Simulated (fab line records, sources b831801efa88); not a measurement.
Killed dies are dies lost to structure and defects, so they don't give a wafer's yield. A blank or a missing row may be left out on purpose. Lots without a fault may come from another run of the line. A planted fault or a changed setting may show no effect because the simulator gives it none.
fab line records | flow sky130
record lots=5 wafers=15 last_day=50
route steps=708 shown SD_P@359 RES_XHIGH@360 SALICIDE@361 LI_CONTACT@362 PAD_OPEN@708
lots that met no fault: from a run of the same line without faults
start_h: hours from the record's first day to the start of the lot's first wafer shown | wait_h: hours since the lot's step before | " the same as in the row above | L1.1+2: a row that stands for several wafers | - no value, or no start given | * or withheld: withheld | < > ~ a bound
route shown NAME@n: a module of which the file shows steps, and the number in the route of the first | usual: mean/standard deviation of fault-free wafers | same: alike in all rows | chamber/n: place in a boat | sites: the reading at each site | _std_site: their standard deviation | _edge_site: outer sites' mean less inner sites' | radius_mm: how far each site lies from the wafer's centre | mask NAME#n: copy n | behind: the tool/chamber that last shaped the wafer | hold: why the lot was held/for how many hours/how that ended | device: the transistor (n, p or np) that didn't switch | end of line: the same wafers' tests at the end of the route | a step without rows: its recipe alone | killed: dies lost to structure and defects at the first sort, not the wafer's yield | map: a wafer's dies, x killed, . not, _ none there
set.NAME: the setting as run; set.NAME@STEP: as run at that earlier step | model.NAME: the simulator's own value behind a step, which no gauge read
lots at some steps of the route; a table a step, a row a wafer
services: from which hour (start_h, from the record's first day; less than 0 if before it) a tool's chamber was out of use, for how many hours, and why
## steps
# step SKY_SD_N_RS_MEAS_17
# recipe thk_meas_gauge=four-point-probe
# usual SD_P_RS=147.2/0.4
# columns lot.wafer tool chamber start_h wait_h SD_P_RS[ohm/sq]
L590.1 film_metro-01 - 692.78 0.1 147.1
L590.2 " - " " 147.3
L590.3 " - " " 147.6
L595.1 film_metro-01 - 737.50 0.1 147.3
L595.4 " - " " 147.6
L595.5 " - " " 147.4
L597.3 film_metro-03 - 749.02 0.1 147.4
L597.4 " - " " 147.0
L597.6 " - " " 146.8
L598.4 film_metro-01 - 767.92 0.1 147.5
L598.5 " - " " 147.4
L598.6 " - " " 147.0
L607.3 film_metro-01 - 827.07 0.1 146.8
L607.4 " - " " 147.3
L607.6 " - " " 147.3
# step SKY_SD_N_RS_MEAS_18
# recipe thk_meas_gauge=four-point-probe
# usual RES_XHIGH_RS=333.7/1.4
# columns lot.wafer tool chamber start_h wait_h RES_XHIGH_RS[ohm/sq]
L590.1 film_metro-01 - 692.90 0.1 334.5
L590.2 " - " " 334.6
L590.3 " - " " 333.8
L595.1 film_metro-01 - 737.62 0.1 332.2
L595.4 " - " " 331.3
L595.5 " - " " 332.8
L597.3 film_metro-03 - 749.14 0.1 333.6
L597.4 " - " " 334.1
L597.6 " - " " 333.2
L598.4 film_metro-01 - 768.04 0.1 334.8
L598.5 " - " " 334.8
L598.6 " - " " 334.1
L607.3 film_metro-01 - 827.19 0.1 334.5
L607.4 " - " " 334.4
L607.6 " - " " 335.9
# step SKY_SALICIDE_CLEAN_00
# recipe chemistry=HF-last time_s=30 dilution=100:1 dry=ipa_marangoni
# step SKY_LI_CONTACT_HDPCVD_00
# recipe material=PSG target_thk_nm=930 sigma_open_frac=0.3 time_s=155 temp_c=600 sih4_flow_sccm=60 pressure_mtorr=6
# step SKY_LI_CONTACT_THK_MEAS_01
# recipe reads=PSG_of_LI_CONTACT_HDPCVD_00
# usual LI_CONTACT_HDPCVD_THK=924/9.7
# columns lot.wafer tool chamber start_h wait_h LI_CONTACT_HDPCVD_THK[nm]
L590.1 film_metro-02 - 693.15 0.1 932
L590.2 " - " " 914
L590.3 " - " " 919
L595.1 film_metro-03 - 737.86 0.1 905
L595.4 " - " " 916
L595.5 " - " " 923
L597.3 film_metro-02 - 749.36 0.1 918
L597.4 " - " " 919
L597.6 " - " " 914
L598.4 film_metro-01 - 768.26 0.0 925
L598.5 " - " " 910
L598.6 " - " " 928
L607.3 film_metro-03 - 827.41 0.1 939
L607.4 " - " " 922
L607.6 " - " " 931
# step SKY_LI_CONTACT_CMP_02
# recipe material=PSG down_force_psi=4 platen_rpm=60 pad_velocity_m_s=0.94248
# usual motor_current_A=11.5/1.3 platen_rpm=60.00/0.043 time_to_endpoint_s=32.0/2
# columns lot.wafer tool chamber start_h wait_h motor_current_A platen_rpm time_to_endpoint_s
L590.2 cmp-02 3 693.21 0.0 11.7 60.02 33.4
L590.1 " 1 " " 9.8 60.00 33.8
L590.3 " 2 " " 12.3 60.01 33.1
L595.4 cmp-02 3 737.97 0.1 12.8 59.98 30.7
L595.1 " 0 " " 12.3 60.06 27.7
L595.5 " 3 " " 12.1 59.98 29.2
L597.4 cmp-01 2 749.40 0.0 12.9 60.03 29.2
L597.3 " 0 " " 9.1 60.02 28.5
L597.6 " 3 " " 10.3 59.96 28.6
L598.4 cmp-02 0 768.44 0.2 11.8 59.98 31.5
L598.6 " 1 " " 8.9 59.98 31.0
L598.5 " 2 " " 12.4 60.00 30.2
L607.4 cmp-01 2 827.55 0.1 12.6 59.98 30.0
L607.3 " 3 " " 10.7 59.99 34.0
L607.6 " 1 " " 11.7 59.96 29.1
# step SKY_LI_CONTACT_BOW_MEAS_03
# recipe mode=bow
# usual LI_CONTACT_BOW=56/6.4
# columns lot.wafer tool chamber start_h wait_h LI_CONTACT_BOW[um]
L590.1 film_metro-01 - 693.51 0.1 58
L590.2 " - " " 53
L590.3 " - " " 61
L595.1 film_metro-01 - 738.22 0.1 50
L595.4 " - " " 56
L595.5 " - " " 60
L597.3 film_metro-02 - 749.74 0.2 56
L597.4 " - " " 51
L597.6 " - " " 40
L598.4 film_metro-01 - 768.65 0.2 47
L598.5 " - " " 49
L598.6 " - " " 42
L607.3 film_metro-03 - 827.79 0.1 52
L607.4 " - " " 57
L607.6 " - " " 51
# step SKY_LI_CONTACT_DEHYDRATE_04
# recipe temp_c=200 time_s=60
# step SKY_LI_CONTACT_HMDS_05
# recipe prime_time_s=60 prime_temp_c=120
# step SKY_LI_CONTACT_COAT_06
# recipe resist=BARC temp_c=withheld time_s=withheld spin_rpm=3000 resist_thk_nm=60
# step SKY_LI_CONTACT_COAT_07
# recipe resist=KrF-thick spin_rpm=3000 resist_thk_nm=450
# step SKY_LI_CONTACT_SOFTBAKE_08
# recipe temp_c=100 time_s=90 resist=KrF-thick
# step SKY_LI_CONTACT_EXPOSE_09
# recipe mask_id=LICM1 na=0.8 source_shape=annular sigma_inner=0.55 sigma_outer=0.85 target_cd_nm=170 dose_mj=38
# columns lot.wafer tool chamber start_h wait_h mask
L590.1+2+3 krf_scanner-02 0 708.73 - LICM1#0
L595.1+4+5 krf_scanner-01 0 751.91 - LICM1#0
L597.3+4+6 krf_scanner-01 0 764.13 - LICM1_R1#0
L598.4+5+6 krf_scanner-02 0 782.50 - LICM1#0
L607.3+4+6 krf_scanner-02 0 841.60 - LICM1#0
# step SKY_LI_CONTACT_PEB_10
# recipe peb_temp_c=withheld peb_time_s=withheld resist=KrF-thick
# step SKY_LI_CONTACT_DEVELOP_11
# recipe develop_time_s=60 resist=KrF-thick dev_temp_c=21
# step SKY_LI_CONTACT_CD_MEAS_12
# recipe target_cd_nm=170
# usual cd_nm=169.8/1.8
# columns lot.wafer tool chamber start_h wait_h cd_nm
L590.1 cd_sem-01 - 722.78 - 169.7
L590.2 " - " " 171.6
L590.3 " - " " 170.8
L595.1 cd_sem-02 - 766.38 - 170.4
L595.4 " - " " 170.3
L595.5 " - " " 168.7
L597.3 cd_sem-01 - 777.11 - 135.3
L597.4 " - " " 135.5
L597.6 " - " " 134.2
L598.4 cd_sem-01 - 796.44 - 170.4
L598.5 " - " " 170.0
L598.6 " - " " 170.4
L607.3 cd_sem-02 - 855.07 - 166.4
L607.4 " - " " 166.4
L607.6 " - " " 165.5
# step SKY_LI_CONTACT_OVL_MEAS_13
# usual LI_CONTACT_OVL=5/6.9
# columns lot.wafer tool chamber start_h wait_h LI_CONTACT_OVL[nm]
L590.1 overlay-02 - 722.90 0.1 -5
L590.2 " - " " -1
L590.3 " - " " -5
L595.1 overlay-02 - 766.50 0.1 1
L595.4 " - " " 2
L595.5 " - " " 6
L597.3 overlay-01 - 777.20 0.1 0
L597.4 " - " " 0
L597.6 " - " " -2
L598.4 overlay-02 - 796.52 0.1 2
L598.5 " - " " 15
L598.6 " - " " 8
L607.3 overlay-02 - 855.16 0.1 11
L607.4 " - " " 15
L607.6 " - " " 15
# step SKY_LI_CONTACT_ETCH_14
# recipe chemistry=N2/H2 target=BARC ion_energy_ev=200 source_w=500 bias_w=100 pressure_mtorr=30 n2_flow_sccm=100 h2_flow_sccm=200 stop_on=SiO2 time_s=45.9 target_depth_a=600
# usual drypump_motor_current_A=5.9/0.58 oes_product_au=0.854/0.0049 throttle_valve_pct=13.226/0.0094
# same time_s=45.9
# columns lot.wafer tool chamber start_h wait_h drypump_motor_current_A oes_product_au rf_hours_counter_h throttle_valve_pct model.LI_CONTACT.cd_nm
L590.1 rie_diel-02 0 722.94 0.0 5.5 0.864 6 13.240 169.7
L590.2 " 2 " " 5.9 0.844 41 13.210 171
L590.3 " 1 " " 5.0 0.857 1 13.224 171.1
L595.1 rie_diel-02 3 766.54 0.0 6.5 0.858 18 13.248 170.6
L595.4 " 2 " " 5.9 0.858 43 13.235 170.6
L595.5 " 0 " " 5.5 0.857 - 13.222 168.9
L597.3 rie_diel-02 1 777.22 0.0 4.9 0.851 3 13.227 134.9
L597.4 " 0 " " 5.5 0.847 - 13.226 135.3
L597.6 " 3 " " 6.5 0.863 - 13.236 134.5
L598.4 rie_diel-02 3 796.54 0.0 6.5 0.854 19 13.223 170.5
L598.5 " 0 " " 5.5 0.855 - 13.222 170.2
L598.6 " 1 " " 4.9 0.859 - 13.225 170.5
L607.3 rie_diel-02 3 855.19 0.0 6.6 0.856 21 13.215 166.7
L607.4 " 0 " " 5.5 0.855 10 13.241 166.8
L607.6 " 2 " " 5.9 0.851 - 13.235 165.5
# step SKY_LI_CONTACT_ETCH_15
# recipe target=PSG chemistry=C4F8/O2/Ar stop_on=Si taper_deg=4.15 mask_material=KrF-thick source_w=1500 bias_w=1200 pressure_mtorr=40 c4f8_flow_sccm=withheld O2_flow_sccm=6 Ar_flow_sccm=300 time_s=withheld target_depth_a=6000
# usual oes_product_au=0.837/0.0047
# columns lot.wafer tool chamber start_h wait_h oes_product_au model.LI_CONTACT.cd_nm
L590.1 rie_diel-02 0 722.98 0.0 0.838 169.4
L590.2 " 2 " " 0.837 171.3
L590.3 " 1 " " 0.829 170.9
L595.1 rie_diel-02 3 766.58 0.0 0.837 170.2
L595.4 " 2 " " 0.836 171
L595.5 " 0 " " 0.831 168.9
L597.3 rie_diel-02 1 777.26 0.0 0.843 135.1
L597.4 " 0 " " 0.835 135.6
L597.6 " 3 " " 0.837 134.4
L598.4 rie_diel-02 3 796.58 0.0 0.836 169.9
L598.5 " 0 " " 0.825 169.8
L598.6 " 1 " " 0.833 170.1
L607.3 rie_diel-02 3 855.23 0.0 0.843 166.6
L607.4 " 0 " " 0.842 166.5
L607.6 " 2 " " 0.837 165.7
# step SKY_LI_CONTACT_STRIP_16
# recipe chemistry=O2/N2 power_w=1400 pressure_mtorr=1500 platen_temp_c=withheld o2_flow_sccm=3000 n2_flow_sccm=300 overash_fraction=0.5
# usual drypump_motor_current_A=5.6/0.45 oes_product_au=0.376/0.0044 strip_time_to_endpoint_s=3.502/0.024
# columns lot.wafer tool chamber start_h wait_h drypump_motor_current_A oes_product_au rf_hours_counter_h strip_time_to_endpoint_s
L590.1 plasma_asher-02 1 723.06 - 4.9 0.379 58 3.500
L590.2 " 0 " " 6.0 0.378 58 3.474
L590.3 " 0 " " 6.0 0.373 - 3.466
L595.1 plasma_asher-02 0 766.66 - 6.0 0.371 63 3.483
L595.4 " 1 " " 4.9 0.373 - 3.518
L595.5 " 0 " " 6.0 0.383 - 3.484
L597.3 plasma_asher-02 1 777.38 - 4.9 0.375 - 3.504
L597.4 " 0 " " 6.0 0.373 - 3.514
L597.6 " 1 " " 4.9 0.373 - 3.485
L598.4 plasma_asher-01 0 796.70 - 5.5 0.384 - 3.489
L598.5 " 1 " " 6.2 0.367 - 3.504
L598.6 " 0 " " 5.5 0.378 - 3.484
L607.3 plasma_asher-01 0 855.35 - 5.5 0.381 - 3.500
L607.4 " 1 " " 6.1 0.374 - 3.500
L607.6 " 0 " " 5.5 0.373 - 3.502
# step SKY_PAD_OPEN_PROBE_99
# usual killed_at_M0_to_M3=44/6.9 killed_at_M4_up=3.1/1.7 killed_at_contacts=25/5.6 killed_at_front_end=14/4.3 killed_at_other=0.3/0.51 killed_dies=86/9.8 killed_on_rim=17/3.8 killed_open=47/6.5 killed_short=39/6.6
# same gross_dies=492 killed_at_back_side=0
# columns lot.wafer tool chamber start_h wait_h killed_at_M0_to_M3 killed_at_M4_up killed_at_contacts killed_at_front_end killed_at_other killed_dies killed_on_rim killed_open killed_short
L597.3 prober-01 - 1156.84 0.2 44 3 339 24 0 410 58 56 35
L597.4 prober-01 - 1156.89 0.2 46 6 335 17 0 404 62 55 44
L597.6 prober-01 - 1156.99 0.2 44 4 339 9 0 396 60 43 34
# killed by level:class
L597.3 LI_CONTACT:area_expose=319 VIA1:geometric_particle:open=13 POLY_GATE:geometric_particle:open=9 CONTACT:geometric_particle:open=8 VIA3:geometric_particle:open=7 VIA2:geometric_particle:open=6 POLY_GATE:geometric_particle:short=5 LI_CONTACT:geometric_particle:open=5
L597.4 LI_CONTACT:area_expose=305 VIA1:geometric_particle:open=13 CONTACT:geometric_particle:short=9 LI_CONTACT:geometric_particle:open=9 VIA2:geometric_particle:open=9 CONTACT:geometric_particle:open=7 FIELD_ISO:geometric_particle:short=6 METAL1:geometric_particle:short=6
L597.6 LI_CONTACT:area_expose=319 VIA1:geometric_particle:open=12 CONTACT:geometric_particle:open=8 CONTACT:geometric_particle:short=6 VIA1:geometric_particle:short=6 METAL1:geometric_particle:short=5 METAL1:geometric_particle:open=5 FIELD_ISO:geometric_particle:open=4
# map L597.3 (x killed, . not)
__________xxxxxxxxx._________
________.x.xxxxxxxx.xx_______
______xxxxxxxxxxxxxxxxxx_____
_____xxxxxxxxxxxxxxxxxxxx____
____xxxxx.xxxxxxxxxxxxxxxx___
___.xxxxx.xxxxxxxxxxxxxxxxx__
__..xxxxxxxxxxxxxxxxxxxxxxxx_
_.xxx.xxxxxxxxxxxxxxxxxxxxxxx
_x..xxxxxxxxxxxxxxxxxxxxxxxxx
_.xx.xxxxxxxxxxxxxxxxxxxxxxxx
_xx.xxxxxxxxxxxxxxxxxxxxxxxxx
_.x.xxxxxxxxxxxxxxxxxxxxxxxxx
_...xxxx.xxxxxxxx.xxxxxxxxxxx
_.....xxxxxxxxxxxxxxxxxx.xxxx
_x..xxxxxxxxxxxxxxxxxxxxxx.xx
__x.xxx.xxxxxxxxxxxxxxxxxx.x_
___..xx.xxx.xxxxxx.xxxxxxxx__
____.xxx.xx..xx.xxxxxx.xx.___
_____.....xxxx.xxxxxxx.x.____
______........xxxx..x..._____
________x..xxx....x.xx_______
__________...x.xx..._________
# map L595.5 (x killed, . not)
__________...x......_________
________.x.....x......_______
______........xxxx......_____
_____...x.xx..x..x...x...____
____x...x..x...........x..___
___.......x............x...__
__....xx..x.x..............._
_....x.............x....xx..x
_..x..xx....................x
_.x........x.................
_.....x...x..x..x........x...
_................x.......x.x.
_x....x.x...x....x..x.x.x....
_.x........x........x.x..xx..
_..........x.x.....x.x.x.xxx.
__.....x........x.x........._
___..x.xx.............x....__
____.............xx.x....x___
_____....x...x..xx.......____
______.............x...._____
________xxxx.x.x......_______
__________...x......_________
## services
# columns tool chamber start_h hours kind
cmp-02 - 686.09 1.6 repair
plasma_asher-02 - 687.23 1.1 repair
rie_diel-02 3 695.33 5.2 repair
krf_scanner-02 - 697.00 1.0 pm
cmp-01 - 725.74 1.3 repair
krf_scanner-02 - 729.94 0.9 repair
rie_diel-02 0 730.80 3.7 repair
plasma_asher-01 - 737.01 1.2 repair
krf_scanner-01 - 737.07 0.8 pm
krf_scanner-01 - 743.21 1.3 pm
cmp-02 - 744.00 4.0 pm
krf_scanner-01 - 762.23 0.3 repair
krf_scanner-02 - 762.82 1.6 repair
krf_scanner-02 - 774.86 0.8 pm
cmp-02 - 776.81 1.8 repair
cmp-02 - 777.54 2.0 repair
krf_scanner-02 - 778.71 1.2 repair
cmp-01 - 779.03 1.8 repair
krf_scanner-02 - 780.34 1.3 pm
krf_scanner-01 - 787.46 3.5 repair
krf_scanner-01 - 791.00 1.0 pm
krf_scanner-02 - 816.81 4.0 pm
rie_diel-02 - 840.64 1.0 repair
rie_diel-02 2 841.80 5.6 repair
## key
first_sign step=SKY_LI_CONTACT_EXPOSE_09 reading=mask direction=changed
effect step=SKY_LI_CONTACT_CD_MEAS_12 reading=cd_nm direction=down sigmas=20 usual=169.8 struck=135.0
effect step=SKY_PAD_OPEN_PROBE_99 reading=killed_at_contacts direction=up sigmas=56 usual=25 struck=338
model_effect step=SKY_LI_CONTACT_ETCH_14 value=LI_CONTACT.cd_nm without=168.9 struck=134.9
model_effect step=SKY_LI_CONTACT_ETCH_15 value=LI_CONTACT.cd_nm without=169 struck=135
more_kills_born_at SKY_LI_CONTACT_EXPOSE_09@krf_scanner-01=943
met_at SKY_LI_CONTACT_EXPOSE_09
struck_wafers L597.3,L597.4,L597.6
later_rows_left_out L597.3,L597.4,L597.6
tester_left_out L597
onset_between 751.91 764.13
fault kind=wrong_mask tool=any chamber=- onset_h=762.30 steps=SKY_LI_CONTACT_EXPOSE_09 aux_copy=LICM1_R1#0 cd_offset_nm=-34 scope=struck_lots_only
# tester_left_out: of these lots the tester's yield and bins aren't shown, on N5 and GAA mostly nor the transistor test; their killed dies are dies lost to structure and defects alone, not to doping, threshold or leakage, so they don't give the yield
# later_rows_left_out: the simulator's readings of these wafers behind a module that went badly wrong aren't trusted and aren't shown, but for the sort
